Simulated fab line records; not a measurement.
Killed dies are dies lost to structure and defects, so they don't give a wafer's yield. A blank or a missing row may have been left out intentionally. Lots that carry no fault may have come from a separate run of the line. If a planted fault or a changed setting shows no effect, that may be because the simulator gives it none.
Comparing a struck lot with a sound one -- flow sky130 -- 15 steps out of a route of 708
Sound: the wafers L482.3, L482.4, L482.5. Struck: wafer L476.6 (L476.3, L476.5, from the same lot, were not struck and are left out); the cause is given at the end.
Each step with rows lists, per side, the tool, then ch with its chambers, then its first start. Under that, the readings that differ: sound wafers -- struck wafers -- difference of the means -- sigmas: that difference in standard deviations of wafers without a fault.
alike: readings whose means differ by less than 2 such deviations, and words and numbers that are the same on both sides. not compared: withheld readings, readings that some wafer has no value for, bounds like >300 that may hide the same value, and numbers for which the record gives no deviation and whose values overlap.
The two part at a step that has a row with sigmas, a row that says differs or no value, or rows on one side only. Non-overlapping numbers with no deviation appear without sigmas and do not part them. A reading missing from all wafers of one side parts the sides only when that side holds two or more wafers.

first, 1 step without rows for these wafers: SKY_POLY_GATE_CVD_03 (deposits Si3N4 from DCS/NH3, target thk 75 nm, time 1290 s).
SKY_POLY_GATE_THK_MEAS_04:
  sound: film_metro-02 at day 21 08:46; struck: film_metro-02 at day 19 10:58
  alike: POLY_GATE_CVD_03_THK
then, 8 steps without rows for these wafers: SKY_POLY_GATE_DEHYDRATE_05 (time 60 s); SKY_POLY_GATE_HMDS_06 (prime time 60 s); SKY_POLY_GATE_COAT_07 (resist thk 110 nm); SKY_POLY_GATE_COAT_08 (resist thk 450 nm); SKY_POLY_GATE_SOFTBAKE_09 (time 90 s); SKY_POLY_GATE_EXPOSE_10 (exposes mask P1M, target cd 150 nm); SKY_POLY_GATE_PEB_11; SKY_POLY_GATE_DEVELOP_12 (develop time 60 s).
SKY_POLY_GATE_CD_MEAS_13: target cd 150 nm.
  sound: cd_sem-01 at day 22 15:30; struck: cd_sem-02 at day 20 17:19
  alike: cd_nm
SKY_POLY_GATE_OVL_MEAS_14:
  sound: overlay-01 at day 22 15:35; struck: overlay-02 at day 20 17:24
  alike: POLY_GATE_OVL
SKY_POLY_GATE_ETCH_15: etches BARC in N2/H2, stops on SiO2, time 118.5 s, target depth 110 nm.
  sound on rie_diel-03 ch 1,2, day 22 15:37; struck on rie_diel-01 ch 3, day 20 17:25
reading,sound,struck,difference,sigmas
chamber_pressure_mTorr (mTorr),29.975 30.013 29.970,35.926,+5.940,+99 or more
drypump_motor_current_A (A),6.7 6.6 6.7,5.4,-1.3,-2
model.KrF-thick_of_POLY_GATE_COAT_08.thk_nm (nm),344.7 345.1 343.6,339.8,-4.7,
  alike: oes_product_au, rf_fwd_power_W, throttle_valve_pct
  not compared: rf_hours_counter_h
SKY_POLY_GATE_ETCH_16: etches Si3N4 in CH3F/O2, stops on poly-Si, time 147.5 s, target depth 75 nm.
  sound on rie_diel-03 ch 1,2, day 22 15:41; struck on rie_diel-01 ch 3, day 20 17:30
reading,sound,struck,difference,sigmas
drypump_motor_current_A (A),6.7 6.5 6.7,5.4,-1.2,-2
  alike: chamber_pressure_mTorr, oes_product_au, rf_fwd_power_W, throttle_valve_pct
  not compared: rf_hours_counter_h
SKY_PAD_OPEN_PROBE_99:
  the record has rows for the sound wafers here (prober-02, day 50 05:52) and none for the struck ones

WHERE THEY PART
At SKY_POLY_GATE_ETCH_15 first; at SKY_PAD_OPEN_PROBE_99 last (within this record only).

WHY: whatever the simulator had introduced
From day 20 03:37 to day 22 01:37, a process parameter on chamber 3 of rie_diel-01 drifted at SKY_POLY_GATE_ETCH_15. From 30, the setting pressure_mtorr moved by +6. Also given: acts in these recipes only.
